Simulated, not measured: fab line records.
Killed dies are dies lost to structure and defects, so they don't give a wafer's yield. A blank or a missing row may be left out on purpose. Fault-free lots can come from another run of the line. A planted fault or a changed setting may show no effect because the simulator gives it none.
Struck lot and sound lot, side by side :: flow sky130 :: 28 out of 708 route steps
Sound: these wafers, L803.1, L803.5, L803.6. Struck: wafers L808.2, L808.4, L808.6. The cause comes at the end.
Per side, at each step with rows, come the tool, then ch with its chambers, and then its first start. Under that, the readings that differ: sound wafers :: struck wafers :: difference of the means :: sigmas: that difference in standard deviations of wafers without a fault.
alike: readings with means less than 2 such deviations apart, plus words and numbers identical on both sides. not compared: withheld readings, readings lacking a value on some wafer, bounds such as >300 that could conceal the same value, and numbers that have no deviation in the record and whose values overlap.
The two part at a step that has a row with sigmas, a row that says differs or no value, or rows on one side only. Numbers that have no deviation but don't overlap get no sigmas and don't part them. A reading missing from all wafers of one side parts the sides only when that side holds two or more wafers.

first, 1 step without rows for these wafers: SKY_DNWELL_IMPLANT_07.
SKY_DNWELL_STRIP_08: strips in O2/N2.
  sound on plasma_asher-02 ch 0,1, day 3 10:31; struck on plasma_asher-02 ch 0,1, day 4 14:47
  alike: chamber_pressure_mTorr, drypump_motor_current_A, n2_flow_sccm, oes_product_au, strip_time_to_endpoint_s
  not compared: rf_hours_counter_h
SKY_DNWELL_TW_MEAS_09:
  sound on film_metro-02 at day 3 10:37; struck on film_metro-04 at day 4 14:53
  alike: DNWELL_TW
then, 7 steps without rows for these wafers: SKY_PWDE_DEHYDRATE_00 (time 60 s); SKY_PWDE_HMDS_01 (prime time 60 s); SKY_PWDE_COAT_02 (resist thk 3000 nm); SKY_PWDE_SOFTBAKE_03; SKY_PWDE_EXPOSE_04 (exposes mask PWDEM, target cd 840 nm); SKY_PWDE_PEB_05; SKY_PWDE_DEVELOP_06 (develop time 60 s).
SKY_PWDE_OVL_MEAS_07:
  sound on overlay-02 at day 4 01:44; struck on overlay-02 at day 5 08:17
  alike: PWDE_OVL
following that, these wafers have no rows for 1 step: SKY_PWDE_IMPLANT_08.
SKY_PWDE_STRIP_09: strips in O2/N2.
  sound on plasma_asher-03 ch 0,1, day 4 01:56; struck on plasma_asher-03 ch 0,1, day 5 08:28
reading: oes_product_au (a.u.)
sound: 0.714 0.720 0.722
struck: 0.934 0.935 0.933
difference: +0.215
sigmas: +46

reading: strip_time_to_endpoint_s (s)
sound: 36.91 36.81 36.90
struck: - - -
difference: no value on the struck wafers
sigmas: 

reading: model.coat_of_PWDE_COAT_02.thk_nm (nm)
sound: 0 0 0
struck: 1512 1512 1514
difference: +1513
sigmas: 
  alike: chamber_pressure_mTorr, drypump_motor_current_A, n2_flow_sccm
  not compared: rf_hours_counter_h
SKY_PWDE_TW_MEAS_10:
  sound on film_metro-04 at day 4 02:02; struck on film_metro-04 at day 5 08:35
  alike: PWDE_TW
then, 7 steps without rows for these wafers: SKY_NWELL_DEHYDRATE_03 (time 60 s); SKY_NWELL_HMDS_04 (prime time 60 s); SKY_NWELL_COAT_05 (resist thk 3000 nm); SKY_NWELL_SOFTBAKE_06; SKY_NWELL_EXPOSE_07 (exposes mask NWM, target cd 840 nm); SKY_NWELL_PEB_08; SKY_NWELL_DEVELOP_09 (develop time 60 s).
SKY_NWELL_OVL_MEAS_10:
  sound on overlay-01 at day 4 18:16; struck on overlay-01 at day 6 03:08
reading: NWELL_00_OVL (nm)
sound: 0.8 0.0 -0.8
struck: 3.9 1.8 3.5
difference: +3.1
sigmas: +2
then, 3 steps without rows for these wafers: SKY_NWELL_IMPLANT_11; SKY_NWELL_IMPLANT_12; SKY_NWELL_IMPLANT_13.
SKY_NWELL_STRIP_14: strips in O2/N2.
  sound on plasma_asher-04 ch 0,1, day 4 18:45; struck on plasma_asher-03 ch 0,1, day 6 03:37
reading: strip_time_to_endpoint_s (s)
sound: 36.97 36.89 36.90
struck: 59.37 59.32 59.44
difference: +22.46
sigmas: +99 or more
  alike: chamber_pressure_mTorr, drypump_motor_current_A, n2_flow_sccm, oes_product_au
  not compared: rf_hours_counter_h
SKY_NWELL_TW_MEAS_15:
  sound on film_metro-02 at day 4 18:51; struck on film_metro-04 at day 6 03:44
reading: NWELL_TW
sound: 1821 1831 1813
struck: 30 30 30
difference: -1792
sigmas: -99 or more
then, 1 step without rows for these wafers: SKY_NWELL_DEHYDRATE_16 (time 60 s).

== WHERE THEY PART ==
At SKY_PWDE_STRIP_09 first; at SKY_NWELL_TW_MEAS_15 last (within this record only).

WHY: whatever the simulator had introduced
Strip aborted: plasma_asher-03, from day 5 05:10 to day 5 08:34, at SKY_PWDE_STRIP_09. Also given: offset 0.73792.
